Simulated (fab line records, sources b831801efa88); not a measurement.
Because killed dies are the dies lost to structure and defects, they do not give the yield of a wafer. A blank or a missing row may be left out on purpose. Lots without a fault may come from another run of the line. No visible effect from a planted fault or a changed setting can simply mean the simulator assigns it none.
Problem report, 8D (eight disciplines) form, completed by code / flow gf180mcu / the parts of the form that need people (team, actions taken, sign-off) are left out

== 1. THE ISSUE ==
Wafers free of any fault read 0.3279 ohm/sq (standard deviation 0.003) for V2_W_RS at GF_V2_RS_MEAS_24, against a mean of 0.3990 ohm/sq on 3 wafers of 2 lots. That is +24 standard deviations from the usual mean.
The step: measures by four-point-probe.
The first sign was on wafer L671.1 at day 23 10:19, on filmMetro-01. Wafers with a number at this step in the record: 33, from 11 lots. Rule for "out", or "out of limits": more than 4 standard deviations from the usual mean. All remaining wafers that have a number are taken as sound.

== 2. WHAT IT IS; WHAT IT IS NOT ==
question=which readings at this step | is=V2_W_RS | is not=-
question=which lots | is=L671, L672 | is not=L663, L664, L666, L674, L682, L683, L684, L685, L686
question=which wafers of those lots | is=L671.1, L672.3, L672.5 | is not=L671.2, L671.6, L672.4
question=read on which gauges | is=filmMetro-01, filmMetro-04 | is not=filmMetro-03
question=when | is=from day 23 10:19 | is not=up to then (11 sound wafers); but 19 sound wafers of L672, L674, L682, L683, L684, L685, L686 came after

== 3. SUSPECTS, AND WHAT RULES EACH OUT ==
Counting: if a tool at a process step up to the reading ran every lot that is out, it stays a suspect. Sound lots after the first of them don't rule it out here, since some wafers of a struck lot are sound.
- the gauge at GF_V2_RS_MEAS_24 is ruled out. Those wafers that are out were read across 2 gauges (filmMetro-01, filmMetro-04).
- cvdW-01 at GF_V2_CVD_23 (deposits W, target thk 350 nm, time 104.94 s): kept. It ran every lot that is out, first L671 (day 23 10:11); its last sound lot up to then is L666 (day 21 11:18). Its own readings are out on those wafers: susceptorTempC.
- The sound lot-mates ran in chamber 0 of cvdW-01 at GF_V2_CVD_23, but the wafers that are out ran in chamber 1.
The count leaves cvdW-01 at GF_V2_CVD_23.

== 4. THE CAUSE (what the simulator had put in) ==
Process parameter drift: cvdW-01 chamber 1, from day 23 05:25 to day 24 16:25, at GF_V2_CVD_23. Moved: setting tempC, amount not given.
Counting left only this tool.

== 5. THE CHAIN OF EFFECTS, in route order ==
Rows list readings where the struck wafers' mean (over those with a number) sits beyond 3 standard deviations from the usual. Only readings for which the record gives a usual standard deviation are gone through. hours: the time from each lot's start at the first step in this table that gives one to its start at this step, as a median over the lots. sigmas: the change in usual standard deviations.
hours=0; step=GF_V2_CVD_23; reading=susceptorTempC; usual=400.06 C; on struck wafers=388.74; change=-11.32; sigmas=-45
hours=0; step=GF_V2_RS_MEAS_24; reading=V2_W_RS; usual=0.3279 ohm/sq; on struck wafers=0.3990; change=+0.0711; sigmas=+24
hours=0; step=GF_V2_THK_MEAS_25; reading=V2_W_THK; usual=354 nm; on struck wafers=291; change=-63; sigmas=-15
hours=0; step=GF_V2_CMP_26; reading=timeToEndpointS; usual=83.6 s; on struck wafers=66.2; change=-17.4; sigmas=-6.0
The process steps in it:
- GF_V2_CVD_23: deposits W, target thk 350 nm, time 104.94 s.
- GF_V2_CMP_26: polishes, stops on SiO2, t overpolish 15 s, target thk 0 nm.
Later measuring or inspecting steps at which every struck wafer that the step has a row for has a number for every such reading, and none has moved that far: GF_M3_RS_MEAS_05.

== 6. HOW IT WOULD HAVE BEEN CAUGHT EARLIER ==
In this record the first reading out of limits at a measuring or inspecting step was taken at day 23 10:19, 5 hours after the fault began at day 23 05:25.
The tool's own readings at GF_V2_CVD_23 were out on every struck wafer that the step has a row for (susceptorTempC): an alarm limit on them would have fired on the first of those.
Of the lots that are out (2), L672 began GF_V2_CVD_23 on cvdW-01 after day 23 10:19. Holding the tool at that time would have saved it.
